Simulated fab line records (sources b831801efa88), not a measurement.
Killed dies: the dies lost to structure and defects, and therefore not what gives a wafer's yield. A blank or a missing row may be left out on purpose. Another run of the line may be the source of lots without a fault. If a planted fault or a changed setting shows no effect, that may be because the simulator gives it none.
What tool caused it? / flow gf180mcu / Sampling: 11 lots, 33 wafers, 2 of 602 route steps

WHAT THE GAUGES READ, wafer by wafer
GF_STI_THK_MEAS_04.
lot=L492; measured=day 1 18:46; on=film metro-02; STI_CVD_03_THK (nm)=206.4 205.3 207.0
lot=L493; measured=day 1 18:45; on=film metro-04; STI_CVD_03_THK (nm)=203.8 204.2 204.9
lot=L494; measured=day 2 01:21; on=film metro-02; STI_CVD_03_THK (nm)=206.2 207.5 205.3
lot=L495; measured=day 2 04:34; on=film metro-02; STI_CVD_03_THK (nm)=209.0 210.5 210.5
lot=L497; measured=day 2 14:35; on=film metro-02; STI_CVD_03_THK (nm)=205.5 206.3 206.2
lot=L502; measured=day 3 22:00; on=film metro-03; STI_CVD_03_THK (nm)=111.2 110.6 109.8
lot=L503; measured=day 3 22:01; on=film metro-04; STI_CVD_03_THK (nm)=113.6 110.9 113.1
lot=L505; measured=day 4 09:43; on=film metro-02; STI_CVD_03_THK (nm)=107.5 107.3 107.6
lot=L507; measured=day 4 16:49; on=film metro-03; STI_CVD_03_THK (nm)=208.5 206.7 209.0
lot=L510; measured=day 5 07:45; on=film metro-04; STI_CVD_03_THK (nm)=204.1 204.6 203.0
lot=L515; measured=day 6 13:01; on=film metro-04; STI_CVD_03_THK (nm)=207.3 205.4 204.7

WHICH TOOL RAN EACH LOT (tool, then ch and the chambers of the sampled wafers, then the start)
lot=L492; GF_STI_CVD_03=lpcvd-01 ch 1, day 1 16:46
lot=L493; GF_STI_CVD_03=lpcvd-01 ch 1, day 1 16:46
lot=L494; GF_STI_CVD_03=lpcvd-02 ch 0, day 1 23:22
lot=L495; GF_STI_CVD_03=lpcvd-02 ch 1, day 2 02:34
lot=L497; GF_STI_CVD_03=lpcvd-01 ch 1, day 2 12:34
lot=L502; GF_STI_CVD_03=lpcvd-02 ch 0, day 3 20:01
lot=L503; GF_STI_CVD_03=lpcvd-02 ch 0, day 3 20:01
lot=L505; GF_STI_CVD_03=lpcvd-02 ch 0, day 4 07:44
lot=L507; GF_STI_CVD_03=lpcvd-01 ch 1, day 4 14:49
lot=L510; GF_STI_CVD_03=lpcvd-01 ch 1, day 5 05:44
lot=L515; GF_STI_CVD_03=lpcvd-01 ch 1, day 6 11:02
- GF_STI_CVD_03: deposits Si3N4 from DCS/NH3, target thk 207.16 nm, time 3551 s.

THE ANSWER, worked out from the rows above alone
Rule: the usual values come from the lots themselves. Put in order of their means at a reading, lots are off if they are a third of the lots or fewer, leave a main group of 4 or more, and stand apart from it by a gap of 3 or more times the standard deviation of the main group's means; of several such gaps the widest counts. A main group is skipped when, at the precision printed for the reading in the tables above, its means are all equal. Also off: a lot with no number at a reading for which 4 or more lots have one. All remaining lots with rows at the step are treated as sound.
Off: L502, L503, L505, at GF_STI_THK_MEAS_04 (STI_CVD_03_THK). The main group: mean 206.3 nm, standard deviation 1.8.
A tool fits if, at a process step before that reading, it ran every lot that is off, and no sound lot after the first of them. Those tools and the gauges at GF_STI_THK_MEAS_04 are tried in the same way. One fits: GF_STI_CVD_03 on lpcvd-02. Its last sound lot is L495 (day 2 02:34), its first lot that is off L502 (day 3 20:01): a fault that began between those two fits.

WHAT WAS PUT IN BY THE SIMULATOR
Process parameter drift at GF_STI_CVD_03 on lpcvd-02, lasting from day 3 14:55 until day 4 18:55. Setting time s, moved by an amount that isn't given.
Shown lots that were struck: L502, L503, L505. The rule above found the same.
